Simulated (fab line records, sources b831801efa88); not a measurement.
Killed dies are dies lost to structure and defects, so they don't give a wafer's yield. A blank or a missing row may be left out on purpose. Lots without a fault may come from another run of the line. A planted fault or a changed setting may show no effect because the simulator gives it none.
A struck lot beside a sound one | flow gf180mcu | 15 steps out of a route of 602
Sound: wafers L320.1, L320.3, L320.6. Struck: wafers L328.1, L328.2, L328.6. The cause comes at the end.
At each step with rows: each side's tool, then ch and its chambers, then its first start. Under that, the readings that differ: sound wafers | struck wafers | difference of the means | sigmas: that difference in standard deviations of wafers without a fault.
alike: readings whose means differ by less than 2 such deviations, and words and numbers that are the same on both sides. not compared: withheld readings, readings that some wafer has no value for, bounds like >300 that may hide the same value, and numbers for which the record gives no deviation and whose values overlap.
The two part at a step that has a row with sigmas, a row that says differs or no value, or rows on one side only. Numbers that don't overlap but have no deviation are shown without sigmas and don't part them. A reading that every wafer of one side lacks parts them only if that side has two wafers or more.

first, 4 steps without rows for these wafers: GF_TOP_METAL_SOFTBAKE_10 (time 60 s); GF_TOP_METAL_EXPOSE_11 (exposes mask MetalTop, target cd 440 nm); GF_TOP_METAL_PEB_12; GF_TOP_METAL_DEVELOP_13 (develop time 60 s).
GF_TOP_METAL_CD_MEAS_14: target cd 440 nm.
  sound on cd_sem-01, day 29 05:31; struck on cd_sem-02, day 31 11:41
  alike: cd_nm
GF_TOP_METAL_OVL_MEAS_15:
  sound on overlay-01, day 29 05:38; struck on overlay-01, day 31 11:49
  alike: TOP_METAL_OVL
GF_TOP_METAL_METAL_ETCH_16: etches the open film in Cl2/BCl3, stops on SiO2, target depth 1197 nm, time 199.5 s.
  sound on rie_metal-03 ch 0,1, day 29 05:40; struck on rie_metal-01 ch 0,1, day 31 11:51
  alike: bias_w, chamber_pressure_mTorr, drypump_motor_current_A, oes_product_au, throttle_valve_pct
  not compared: rf_hours_counter_h
GF_TOP_METAL_STRIP_17: strips in O2/N2.
  sound on plasma_asher-03 ch 1, day 29 05:52; struck on plasma_asher-03 ch 0,1, day 31 12:02
  reading             | sound          | struck         | difference | sigmas
  o2_flow_sccm (sccm) | 2988 2995 2978 | 3011 3013 3003 | +22        | +2
  alike: chamber_pressure_mTorr, drypump_motor_current_A, heater_power_w, oes_product_au, strip_time_to_endpoint_s
  not compared: rf_hours_counter_h
then, 2 steps without rows for these wafers: GF_TOP_METAL_STRIP_18 (strips in post etch residue remover, time 1200 s); GF_TOP_METAL_CLEAN_19 (cleans in DIW).
GF_PASSIVATION_CVD_00: deposits SiO2 from TEOS, target thk 1000 nm, time 111.95 s.
  sound on pecvd-04 ch 0,2, day 29 06:27; struck on pecvd-01 ch 0,2, day 31 13:09
  alike: heater_power_w, susceptor_temp_C
GF_PASSIVATION_THK_MEAS_01:
  sound on film_metro-01, day 29 06:32; struck on film_metro-01, day 31 13:14
  alike: PASSIVATION_CVD_00_THK
GF_PASSIVATION_CVD_02: deposits Si3N4, target thk 700 nm, time 486.18 s.
  sound on pecvd-03 ch 0,1,2, day 29 06:35; struck on pecvd-03 ch 1,2, day 31 13:17
  reading                                       | sound           | struck          | difference | sigmas
  model.Si3N4_of_PASSIVATION_CVD_02.thk_nm (nm) | 694 688.3 714.9 | 971 966.8 979.2 | +273       |
  alike: heater_power_w, susceptor_temp_C
GF_PASSIVATION_THK_MEAS_03:
  sound on film_metro-01, day 29 06:53; struck on film_metro-02, day 31 13:34
  reading                     | sound       | struck      | difference | sigmas
  PASSIVATION_CVD_02_THK (nm) | 694 689 715 | 970 967 979 | +273       | +31
then, 1 step without rows for these wafers: GF_PASSIVATION_DEHYDRATE_04 (time 60 s).

WHERE THEY PART
First at GF_TOP_METAL_STRIP_17; last, within this record, at GF_PASSIVATION_THK_MEAS_03.

WHY: what the simulator had put in
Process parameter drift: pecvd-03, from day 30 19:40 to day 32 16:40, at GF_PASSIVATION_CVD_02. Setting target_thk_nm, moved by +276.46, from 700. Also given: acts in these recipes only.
